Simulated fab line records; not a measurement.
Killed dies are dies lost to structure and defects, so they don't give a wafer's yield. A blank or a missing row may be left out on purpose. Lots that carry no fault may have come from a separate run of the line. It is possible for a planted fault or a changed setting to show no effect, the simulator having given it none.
Problem report in the 8D (eight disciplines) form, filled by code -- flow sky130 -- the parts of the form that need people (team, actions taken, sign-off) are left out

## 1. WHAT WENT WRONG
LI_CONTACT_HDPCVD_THK at SKY_LI_CONTACT_THK_MEAS_01 reads a mean of 1086 nm on 2 wafers of 1 lot; wafers without a fault read 933 nm with a standard deviation of 11. Measured from the usual mean, that is +14 standard deviations.
Earliest sighting: wafer L671.3 on film metro-04 at day 32 14:16. Wafers with a number at this step in the record: 33, from 11 lots. Rule for "out", or "out of limits": more than 4 standard deviations from the usual mean. The other wafers with a number count as sound.

## 2. WHAT THIS IS AND IS NOT
question,is,is not
which readings at this step,LI_CONTACT_HDPCVD_THK,-
which lots,L671,"L658, L659, L660, L661, L662, L663, L665, L675, L676, L680"
which wafers of those lots,"L671.3, L671.6",L671.1
read on which gauges,film metro-04,"film metro-01, film metro-02"
when,from day 32 14:16,"up to then (22 sound wafers); but 9 sound wafers of L675, L676, L680 came after"

## 3. THE SUSPECTS, EACH WITH WHAT RULES IT OUT
Counting: any tool at a process step up to the reading remains a suspect provided it ran every lot that is out. Sound lots after the first of them don't rule it out here, since some wafers of a struck lot are sound.
- the gauge at SKY_LI_CONTACT_THK_MEAS_01 has been ruled out. All the wafers that are out were read on film metro-04, but those of them that SKY_LI_CONTACT_HDPCVD_00 has rows for are out there too, on other tools.
- plasma asher-02 at SKY_RES_XHIGH_STRIP_08 (strips in O2/N2): kept. L671, the lot that is out, went through it at day 31 10:44; up to then, the latest sound lot through it was L665 at day 30 00:11.
- hdpcvd-01 at SKY_LI_CONTACT_HDPCVD_00 (deposits PSG, target thk 930 nm, time 155 s): kept. L671, the lot that is out, went through it at day 32 14:10; up to then, the latest sound lot through it was L665 at day 31 11:09. Its own readings are out on those wafers: run length s.
- Within plasma asher-02 at SKY_RES_XHIGH_STRIP_08, the wafers that are out were processed in chamber 1 and their sound lot-mates in chamber 0.
- Within hdpcvd-01 at SKY_LI_CONTACT_HDPCVD_00, the wafers that are out were processed in chamber 1 and their sound lot-mates in chamber 0.
The count leaves hdpcvd-01 at SKY_LI_CONTACT_HDPCVD_00 and plasma asher-02 at SKY_RES_XHIGH_STRIP_08.

## 4. THE CAUSE (what the simulator had put in)
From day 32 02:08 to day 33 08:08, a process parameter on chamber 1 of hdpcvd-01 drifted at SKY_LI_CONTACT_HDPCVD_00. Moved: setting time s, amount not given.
This tool is one of the 2 suspects left after counting.

## 5. THE EFFECT CHAIN, in route order
Rows list readings where the struck wafers' mean (over those with a number) sits beyond 3 standard deviations from the usual. Only readings for which the record gives a usual standard deviation are gone through. hours: the time from each lot's start at the first step in this table that gives one to its start at this step, as a median over the lots. sigmas: the change in usual standard deviations.
hours,step,reading,usual,on struck wafers,change,sigmas
0,SKY_LI_CONTACT_HDPCVD_00,run length s,182.9 s,209.3,+26.4,+37
0,SKY_LI_CONTACT_THK_MEAS_01,LI_CONTACT_HDPCVD_THK,933 nm,1086,+154,+14
5,SKY_LI_CONTACT_CMP_02,time to endpoint s,33.6 s,47.8,+14.1,+5.2
The process steps in it:
- SKY_LI_CONTACT_HDPCVD_00: deposits PSG, target thk 930 nm, time 155 s.
- SKY_LI_CONTACT_CMP_02: polishes PSG.

## 6. WHAT WOULD HAVE CAUGHT IT SOONER
The first out-of-limits reading at a measuring or inspecting step in this record came at day 32 14:16, 12 hours after the fault's start at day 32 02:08.
Tool's own readings at SKY_LI_CONTACT_HDPCVD_00, run length s: out on all struck wafers the step has rows for; an alarm limit on them would have tripped on the first.
The start of SKY_LI_CONTACT_HDPCVD_00 on hdpcvd-01 came by day 32 14:16 for every one of the lots that are out (1). Had the tool been put on hold then, not one of them would have been saved.
